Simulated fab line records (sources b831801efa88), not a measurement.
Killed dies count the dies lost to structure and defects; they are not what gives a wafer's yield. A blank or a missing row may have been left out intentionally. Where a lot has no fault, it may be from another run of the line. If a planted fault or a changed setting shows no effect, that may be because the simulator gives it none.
A struck lot beside a sound one / flow sky130 / 18 out of 708 route steps
Sound: wafers L523.1, L523.2, L523.3. Wafers L536.1, L536.4, L536.5 were the ones struck. The cause comes at the end.
Per side, at each step with rows, come the tool, then ch with its chambers, and then its first start. Under that, the readings that differ: sound wafers / struck wafers / difference of the means / sigmas: that difference in standard deviations of wafers without a fault.
alike: same words and numbers on both sides, and readings whose means sit less than 2 such deviations apart. not compared: any withheld reading, any reading some wafer has no value for, any bound like >300 that may hide the same value, and any number with overlapping values for which the record gives no deviation.
A row with sigmas, a row that says differs or no value, or rows on one side alone: a step with any of these is where the two part. When numbers do not overlap yet have no deviation, they are printed without sigmas and do not part them. A reading that every wafer of one side lacks parts them only if that side has two wafers or more.

first, 5 steps without rows for these wafers: SKY_LDD_P_COAT_02 (resist thk 1140 nm); SKY_LDD_P_SOFTBAKE_03 (time 60 s); SKY_LDD_P_EXPOSE_04 (exposes mask PSDM, target cd 380 nm); SKY_LDD_P_PEB_05; SKY_LDD_P_DEVELOP_06 (develop time 60 s).
SKY_LDD_P_CD_MEAS_07: the cd target is 380 nm.
  sound on cd_sem-02, day 19 18:15; struck on cd_sem-02, day 24 10:24
  alike: cd_nm
SKY_LDD_P_OVL_MEAS_08:
  sound on overlay-01, day 19 18:22; struck on overlay-01, day 24 10:31
  alike: LDD_P_OVL
next, for these wafers, 1 step has no rows: SKY_LDD_P_IMPLANT_09.
SKY_LDD_P_STRIP_10: strips in O2/N2.
  sound on plasma_asher-04 ch 0,1, day 19 18:33; struck on plasma_asher-03 ch 0,1, day 24 10:42
  alike: drypump_motor_current_A, n2_flow_sccm, oes_product_au, strip_time_to_endpoint_s
  not compared: rf_hours_counter_h
SKY_LDD_P_TW_MEAS_11:
  sound on film_metro-02, day 19 18:39; struck on film_metro-02, day 24 10:48
  alike: LDD_P_TW
then, 2 steps without rows for these wafers: SKY_LDD_HVN_DEHYDRATE_00 (time 60 s); SKY_LDD_HVN_HMDS_01 (prime time 60 s).
SKY_LDD_HVN_COAT_02: resist thk 300 nm.
  sound on litho_track-04 ch 0, day 20 09:43; struck on litho_track-04 ch 0, day 25 02:04
reading=spin_speed_rpm (rpm); sound=2999.1 2996.2 2997.7; struck=2954.2 2953.6 2954.1; difference=-43.7; sigmas=-19
reading=model.NOVOLAK_of_LDD_HVN_COAT_02.thk_nm (nm); sound=299.1 299.3 298.7; struck=303.1 302.1 303; difference=+3.7; sigmas=
then, 3 steps without rows for these wafers: SKY_LDD_HVN_SOFTBAKE_03 (time 60 s); SKY_LDD_HVN_EXPOSE_04 (exposes mask HVNTM, target cd 700 nm); SKY_LDD_HVN_PEB_05.
SKY_LDD_HVN_DEVELOP_06: develop time 60 s.
  sound on litho_track-02 ch 0, day 21 00:57; struck on litho_track-02 ch 0, day 25 17:12
reading=model.NOVOLAK_of_LDD_HVN_COAT_02.thk_nm (nm); sound=298.7 298.9 298.3; struck=302.7 301.7 302.6; difference=+3.7; sigmas=
SKY_LDD_HVN_OVL_MEAS_07:
  sound on overlay-01, day 21 01:06; struck on overlay-02, day 25 17:21
reading=LDD_HVN_OVL (nm); sound=3.4 2.7 1.3; struck=-2.6 -1.8 -3.1; difference=-5.0; sigmas=-3

== WHERE THEY PART ==
At SKY_LDD_HVN_COAT_02 first; at SKY_LDD_HVN_OVL_MEAS_07 last (within this record only).

WHY: what had been put in by the simulator
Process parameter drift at SKY_LDD_HVN_COAT_02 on litho_track-04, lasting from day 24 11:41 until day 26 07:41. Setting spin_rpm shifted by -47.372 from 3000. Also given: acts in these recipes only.
